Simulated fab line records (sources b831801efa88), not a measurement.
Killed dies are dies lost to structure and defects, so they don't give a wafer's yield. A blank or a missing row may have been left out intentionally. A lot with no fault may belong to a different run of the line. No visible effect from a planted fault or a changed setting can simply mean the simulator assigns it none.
A struck lot beside a sound one	flow sky130	20 steps out of a route of 708
Sound: wafers L464.3, L464.4, L464.5. The struck wafers were L473.3, L473.4, L473.5. At the end, the cause is stated.
Order at every step that has rows: each side's tool, ch and its chambers, its first start. Under that, the readings that differ: sound wafers	struck wafers	difference of the means	sigmas: that difference in standard deviations of wafers without a fault.
alike: a reading whose means differ by less than 2 such deviations, as well as words and numbers matching on both sides. not compared: withheld readings; readings where some wafer has no value; bounds like >300 that might hide an equal value; numbers whose values overlap and for which the record gives no deviation.
The two part at a step that has a row with sigmas, a row that says differs or no value, or rows on one side only. Numbers that don't overlap but have no deviation are shown without sigmas and don't part them. A reading that every wafer of one side lacks parts them only if that side has two wafers or more.

first, 3 steps without rows for these wafers: SKY_SD_P_EXPOSE_04 (exposes mask PSDM, target cd 380 nm); SKY_SD_P_PEB_05; SKY_SD_P_DEVELOP_06 (develop time 60 s).
SKY_SD_P_CD_MEAS_07 targets a cd of 380 nm.
  struck on cd-sem-02, day 28 17:15; sound on cd-sem-02, day 25 07:42
  alike: cd-nm
SKY_SD_P_OVL_MEAS_08:
  struck on overlay-01, day 28 17:20; sound on overlay-01, day 25 07:47
  alike: SD_P_OVL
after that, 1 step had no rows for these wafers: SKY_SD_P_IMPLANT_09.
SKY_SD_P_STRIP_10: strips in O2/N2.
  sound on plasma-asher-04 ch 0,1, day 25 08:00; struck on plasma-asher-01 ch 0,1, day 28 17:33
reading	sound	struck	difference	sigmas
drypump-motor-current-A (A)	6.1 6.0 6.0	5.2 5.2 5.2	-0.8	-2
  alike: chamber-pressure-mTorr, oes-product-au, strip-time-to-endpoint-s
  not compared: rf-hours-counter-h
SKY_SD_P_TW_MEAS_11:
  struck on film-metro-03, day 28 17:38; sound on film-metro-03, day 25 08:05
  alike: SD_P_TW
then, 4 steps without rows for these wafers: SKY_RES_XHIGH_DEHYDRATE_00 (time 60 s); SKY_RES_XHIGH_HMDS_01 (prime time 60 s); SKY_RES_XHIGH_COAT_02 (resist thk 1140 nm); SKY_RES_XHIGH_SOFTBAKE_03 (time 60 s).
SKY_RES_XHIGH_EXPOSE_04: exposes mask URPM, target cd 1270 nm.
  sound on iline-stepper-01 ch 0, day 25 22:49; struck on iline-stepper-02 ch 0, day 29 07:05
reading	sound	struck	difference	sigmas
mask	URPM#0 URPM#0 URPM#0	NSDM#0 NSDM#0 NSDM#0	differs	
then, 3 steps without rows for these wafers: SKY_RES_XHIGH_PEB_05; SKY_RES_XHIGH_DEVELOP_06 (develop time 60 s); SKY_RES_XHIGH_IMPLANT_07.
SKY_RES_XHIGH_STRIP_08: strips in O2/N2.
  sound on plasma-asher-02 ch 0,1, day 26 13:21; struck on plasma-asher-02 ch 0,1, day 29 21:34
reading	sound	struck	difference	sigmas
oes-product-au (a.u.)	0.713 0.697 0.707	0.717 0.711 0.716	+0.009	+2
  alike: chamber-pressure-mTorr, drypump-motor-current-A, strip-time-to-endpoint-s
  not compared: rf-hours-counter-h
SKY_RES_XHIGH_TW_MEAS_09:
  struck on film-metro-04, day 29 21:38; sound on film-metro-04, day 26 13:26
reading	sound	struck	difference	sigmas
RES_XHIGH_TW	1655 1664 1664	30 30 30	-1631	-99 or more
then, 1 step without rows for these wafers: SKY_SD_N_DEHYDRATE_00 (time 60 s).
-- record jumps: 18 days separate the struck wafers' starts on either side; left off in module SD_N, taken up again in module PAD_OPEN, whose first shown step is the route's number 708 --
SKY_PAD_OPEN_PROBE_99:
  struck on prober-01, day 48 04:11; sound on prober-01, day 45 21:17
reading	sound	struck	difference	sigmas
model.etest.res-ndiff.line-ohm-um	766.1 757.5 757.8	914.8 932.9 955.5	+173.9	
model.etest.nfet-g5v0d10v5.r-on-ohm-um	1823 1853 1826	1937 1980 1996	+137	
model.etest.sonos-uncharged.r-on-ohm-um	795.3 787.3 773.3	881.3 905.3 889.6	+106.8	
model.etest.nfet_01v8.r-on-ohm-um	844.2 825.6 809	855.6 877.1 878.6	+44.2	
model.etest.licon-ndiff.rc-ohm	180.4 181.1 187.6	212.7 227.8 230.8	+40.7	
model.etest.res-ndiff.rs-ohm-sq	118.5 118.7 119.5	147.4 147.8 147.3	+28.6	
model.etest.res-ndiff-hv.rs-ohm-sq	112 111.5 112.2	132.8 133.5 133.2	+21.3	
  not compared: model.etest.nfet_01v8_lvt.drive-ua-um

== WHERE THEY PART ==
Earliest at SKY_SD_P_STRIP_10; latest, in this record, at SKY_RES_XHIGH_TW_MEAS_09.

WHY: the cause the simulator had injected
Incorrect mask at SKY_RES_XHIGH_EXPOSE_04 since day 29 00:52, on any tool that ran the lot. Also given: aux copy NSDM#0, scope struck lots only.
